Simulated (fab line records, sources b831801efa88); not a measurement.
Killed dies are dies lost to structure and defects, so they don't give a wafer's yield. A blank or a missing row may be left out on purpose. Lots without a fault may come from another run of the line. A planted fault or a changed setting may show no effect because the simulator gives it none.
A struck lot beside a sound one | flow gf180mcu | 20 steps out of a route of 602
Sound: wafers L752.2, L752.3, L752.6. Struck: wafers L764.1, L764.3, L764.5. The cause comes at the end.
At each step with rows: each side's tool, then ch and its chambers, then its first start. Under that, the readings that differ: sound wafers | struck wafers | difference of the means | sigmas: that difference in standard deviations of wafers without a fault.
alike: readings whose means differ by less than 2 such deviations, and words and numbers that are the same on both sides. not compared: withheld readings, readings that some wafer has no value for, bounds like >300 that may hide the same value, and numbers for which the record gives no deviation and whose values overlap.
The two part at a step that has a row with sigmas, a row that says differs or no value, or rows on one side only. Numbers that don't overlap but have no deviation are shown without sigmas and don't part them. A reading that every wafer of one side lacks parts them only if that side has two wafers or more.

GF_MIM_SPUTTER_02: material AlCu, target thk 450 nm, time 23.9 s.
  sound on pvd_sputter-03, day 25 23:37; struck on pvd_sputter-04, day 29 14:32
  alike: chamber_pressure_pa, throttle_valve_pct
GF_MIM_SPUTTER_03: material Ti, target thk 10 nm, time 6.7 s.
  sound on pvd_sputter-03, day 25 23:39; struck on pvd_sputter-04, day 29 14:34
  alike: chamber_pressure_pa, substrate_temp_c, throttle_valve_pct
GF_MIM_SPUTTER_04: material TiN, target thk 50 nm, time 41.7 s.
  sound on pvd_sputter-03, day 25 23:40; struck on pvd_sputter-04, day 29 14:35
  alike: chamber_pressure_pa, throttle_valve_pct
then, 1 step without rows for these wafers: GF_MIM_CVD_05 (deposits Si3N4, target thk 42 nm, time 29.086 s).
GF_MIM_THK_MEAS_06:
  sound on film_metro-03, day 25 23:45; struck on film_metro-04, day 29 14:40
  alike: MIM_CVD_05_THK
GF_MIM_SPUTTER_07: material TiN, target thk 60 nm, time 50 s.
  sound on pvd_sputter-01, day 25 23:48; struck on pvd_sputter-01, day 29 14:43
  alike: chamber_pressure_pa, throttle_valve_pct
then, 1 step without rows for these wafers: GF_MIM_SPUTTER_08 (material AlCu, target thk 200 nm, time 10.6 s).
GF_MIM_SPUTTER_09: material TiN, target thk 35 nm, time 29.2 s.
  sound on pvd_sputter-01, day 25 23:52; struck on pvd_sputter-01, day 29 14:47
  alike: chamber_pressure_pa, throttle_valve_pct
GF_MIM_RS_MEAS_10: measures by four-point-probe.
  sound on film_metro-02, day 25 23:55; struck on film_metro-03, day 29 14:49
  alike: MIM_ALCU_RS
GF_MIM_THK_MEAS_11: measures by xrf.
  sound on film_metro-02, day 26 00:02; struck on film_metro-03, day 29 14:56
  alike: MIM_ALCU_THK
then, 2 steps without rows for these wafers: GF_MIM_DEHYDRATE_12 (time 60 s); GF_MIM_HMDS_13 (prime time 60 s).
GF_MIM_COAT_14: resist thk 1000 nm.
  sound on litho_track-01 ch 0, day 26 10:01; struck on litho_track-01 ch 0, day 30 00:09
  reading                                  | sound            | struck            | difference | sigmas
  model.NOVOLAK_of_MIM_COAT_14.thk_nm (nm) | 997.3 1001 998.8 | 889.6 890.9 891.8 | -108.3     |
  alike: resist_line_temp_C
then, 3 steps without rows for these wafers: GF_MIM_SOFTBAKE_15 (time 60 s); GF_MIM_EXPOSE_16 (exposes mask FuseTop, target cd 2000 nm); GF_MIM_PEB_17.
GF_MIM_DEVELOP_18: develop time 60 s.
  sound on litho_track-01 ch 0, day 26 20:13; struck on litho_track-01 ch 0, day 30 08:54
  reading              | sound          | struck         | difference | sigmas
  model.MIM.cd_nm (nm) | 2004 2001 2003 | 1991 1990 1990 | -12        |
  alike: resist_line_temp_C
GF_MIM_METAL_ETCH_19: etches the open film in Cl2/BCl3, stops on Si3N4, target depth 324.5 nm, time 54.1 s.
  sound on rie_metal-03 ch 0,1, day 26 20:21; struck on rie_metal-04 ch 0,1, day 30 09:03
  reading                                  | sound             | struck            | difference | sigmas
  model.NOVOLAK_of_MIM_COAT_14.thk_nm (nm) | 868.4 875.2 868.2 | 759.7 756.6 758.4 | -112.4     |
  model.MIM.cd_nm (nm)                     | 2008 1998 2008    | 1990 1990 1989    | -15        |
  alike: drypump_motor_current_A, oes_product_au, throttle_valve_pct
  not compared: rf_hours_counter_h
GF_MIM_STRIP_20: strips in O2/N2.
  sound on plasma_asher-03 ch 0, day 26 20:25; struck on plasma_asher-02 ch 0,1, day 30 09:07
  reading                      | sound             | struck            | difference | sigmas
  oes_product_au (a.u.)        | 0.688 0.694 0.695 | 0.644 0.642 0.640 | -0.050     | -10
  strip_time_to_endpoint_s (s) | 11.20 11.29 11.20 | 9.91 9.89 9.90    | -1.33      | -36
  alike: drypump_motor_current_A, heater_power_w, platen_temp_c
  not compared: rf_hours_counter_h
then, 1 step without rows for these wafers: GF_MIM_STRIP_21 (strips in post etch residue remover, time 1200 s).

WHERE THEY PART
Only at GF_MIM_STRIP_20, within this record.

WHY: what the simulator had put in
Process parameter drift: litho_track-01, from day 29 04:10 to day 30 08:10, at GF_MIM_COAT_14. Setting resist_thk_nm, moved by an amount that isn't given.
